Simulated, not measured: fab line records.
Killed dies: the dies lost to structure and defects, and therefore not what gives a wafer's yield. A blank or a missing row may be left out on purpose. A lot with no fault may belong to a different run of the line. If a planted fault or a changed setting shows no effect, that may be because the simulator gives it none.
Split-lot experiment + flow sky130 + route with 708 steps; 5 lots, 27 wafers read

## ABOUT THE SPLIT
At SKY_FIELD_ISO_CVD_03 (deposits Si3N4 from DCS/NH3, target thk 165 nm, time 2830 s), the setting timeS was moved away from the recipe's 2830 s on 18 of the 27 wafers read, by -53.7% to -27.5%. All remaining wafers had this setting at the recipe value.

## FROM THE SPLIT TO THE READING: what the file shows between them, 2 steps
- SKY_FIELD_ISO_DEHYDRATE_05: time 60 s
- SKY_FIELD_ISO_ETCH_14: etches BARC in N2/H2, stops on SiO2, time 45.9 s, target depth 60 nm

## THE READING
oesProductAu, in a.u., at SKY_FIELD_ISO_ETCH_15 (etches the open film in CHF3/O2, stops on Si, target depth 180 nm, time 72 s). A value of 0.946 a.u. with a standard deviation of 0.0061 a.u. is what fault-free wafers of this fab line usually give.

| wafer  | tool, chamber at the split | timeS as run, s | against the recipe | oesProductAu, a.u. | against lot-mates on the recipe |
|--------|----------------------------|-----------------|--------------------|--------------------|---------------------------------|
| L077.1 | -, -                       | 2051            | -27.5%             | 0.789              | no lot-mate on the recipe       |
| L077.2 | -, -                       | 2051            | -27.5%             | 0.793              | no lot-mate on the recipe       |
| L077.3 | -, -                       | 2051            | -27.5%             | 0.787              | no lot-mate on the recipe       |
| L077.4 | -, -                       | 2051            | -27.5%             | 0.788              | no lot-mate on the recipe       |
| L077.5 | -, -                       | 2051            | -27.5%             | 0.793              | no lot-mate on the recipe       |
| L077.6 | -, -                       | 2051            | -27.5%             | 0.801              | no lot-mate on the recipe       |
| L080.1 | -, -                       | 1309            | -53.7%             | 0.643              | no lot-mate on the recipe       |
| L080.2 | -, -                       | 1309            | -53.7%             | 0.640              | no lot-mate on the recipe       |
| L080.3 | -, -                       | 1309            | -53.7%             | 0.646              | no lot-mate on the recipe       |
| L080.4 | -, -                       | 1309            | -53.7%             | 0.634              | no lot-mate on the recipe       |
| L080.5 | -, -                       | 1309            | -53.7%             | 0.638              | no lot-mate on the recipe       |
| L080.6 | -, -                       | 1309            | -53.7%             | 0.633              | no lot-mate on the recipe       |
| L082.1 | -, -                       | 2830            | recipe             | 0.950              | -                               |
| L082.2 | -, -                       | 2830            | recipe             | 0.955              | -                               |
| L082.3 | -, -                       | 2830            | recipe             | 0.951              | -                               |
| L082.4 | -, -                       | 2830            | recipe             | 0.955              | -                               |
| L082.5 | -, -                       | 2830            | recipe             | 0.956              | -                               |
| L082.6 | -, -                       | 2830            | recipe             | 0.945              | -                               |
| L084.1 | lpcvd-02, 1                | 2830            | recipe             | 0.943              | -                               |
| L084.2 | lpcvd-02, 1                | 2830            | recipe             | 0.943              | -                               |
| L084.4 | lpcvd-02, 1                | 2830            | recipe             | 0.953              | -                               |
| L085.1 | -, -                       | 1461            | -48.4%             | 0.673              | no lot-mate on the recipe       |
| L085.2 | -, -                       | 1461            | -48.4%             | 0.672              | no lot-mate on the recipe       |
| L085.3 | -, -                       | 1461            | -48.4%             | 0.673              | no lot-mate on the recipe       |
| L085.4 | -, -                       | 1461            | -48.4%             | 0.673              | no lot-mate on the recipe       |
| L085.5 | -, -                       | 1461            | -48.4%             | 0.680              | no lot-mate on the recipe       |
| L085.6 | -, -                       | 1461            | -48.4%             | 0.673              | no lot-mate on the recipe       |

FIT RESULTS
A straight line over all 27 wafers: oesProductAu changes by +0.00576 a.u. for each +1% of timeS; r = +1.00; the points scatter about the line by 0.0048 a.u.
Too few moved wafers have a lot-mate on the recipe to fit a line with each lot's own level taken away.

## FILE'S OWN FIT
oesProductAu changes by +0.00575 a.u. for each +1% of timeS, r = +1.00.
